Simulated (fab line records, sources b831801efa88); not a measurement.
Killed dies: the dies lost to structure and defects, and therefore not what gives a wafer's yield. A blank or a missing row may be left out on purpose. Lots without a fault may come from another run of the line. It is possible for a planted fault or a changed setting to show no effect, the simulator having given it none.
A single fault, viewed from 2 desks    flow sky130    every desk sees just its own numbers, and what lay behind them comes last

DESK OF THE TOOL OWNER: rie-diel-03
The tool's own readings at SKY_VIA3_ETCH_14 (etches BARC in N2/H2, stops on SiO2, time 45.9 s, target depth 60 nm): means of the sampled wafers that have a number, for each lot that ran on this tool. Any lot whose mean is over 4 standard deviations away from the usual mean is out of limits and marked OUT; that distance is given in the brackets.
Columns: A = bias-w at SKY_VIA3_ETCH_14, usual 99.99 W; B = drypump-motor-current-A at SKY_VIA3_ETCH_14, usual 5.8 A; C = oes-product-au at SKY_VIA3_ETCH_14, usual 0.854 a.u.; D = rf-fwd-power-W at SKY_VIA3_ETCH_14, usual 494.7 W; E = run-length-s at SKY_VIA3_ETCH_14, usual 74.2 s; F = throttle-valve-pct at SKY_VIA3_ETCH_14, usual 13.225 %
lot   first seen here  A       B    C                D      E               F
L729  day 39 15:33     100.08  5.7  0.851            493.4  74.5            13.217
L730  day 39 22:17     99.84   6.2  0.856            494.9  74.8            13.225
L734  day 41 09:29     -       6.1  1.017 (+33) OUT  -      62.3 (-23) OUT  13.242
L735  day 41 15:50     -       5.8  0.995 (+29) OUT  -      61.8 (-24) OUT  13.237
L748  day 45 10:00     100.09  6.1  0.852            494.5  74.7            13.226
This desk finds L734, L735 out of limits, L734 being first, at day 41 09:29 (oes-product-au at SKY_VIA3_ETCH_14). In limits: L729, L730, L748.

FROM THE METROLOGY DESK
Means of the sampled wafers that have a number, per lot and without regard to the tool the lot ran on: this is what the gauges read. Any lot whose mean is over 4 standard deviations away from the usual mean is out of limits and marked OUT; that distance is given in the brackets.
Columns: A = VIA3_BOW at SKY_VIA3_BOW_MEAS_03, usual 82 um
lot   first seen here  A
L729  day 38 15:00     92
L730  day 38 21:40     94
L731  day 40 00:20     80
L734  day 40 09:06     88
L735  day 40 15:37     73
L741  day 42 16:51     80
L742  day 42 21:31     81
L743  day 43 09:38     78
L744  day 43 13:34     89
L745  day 43 20:19     86
L746  day 44 01:16     81
L748  day 44 11:53     71
L749  day 44 14:51     82
L751  day 44 23:10     79
Finding of this desk: none of the 14 lots has anything out of limits.

BROUGHT TOGETHER
On L734, L735, at day 41 09:29, an alarm was possible from the tool owner's desk.
The metrology desk saw nothing out of limits.
The metrology desk has L734, L735 on record, within its limits.
Of the lots named, all ran SKY_VIA3_ETCH_14 on rie-diel-03.

WHAT THE SIMULATOR HAD INSERTED
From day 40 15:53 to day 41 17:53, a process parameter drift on rie-diel-03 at SKY_VIA3_ETCH_14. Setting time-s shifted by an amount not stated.
Shown lots that were struck: L734, L735.
How many hours passed from the start of the fault until each desk's first out-of-limits reading: the tool owner's desk, 18.
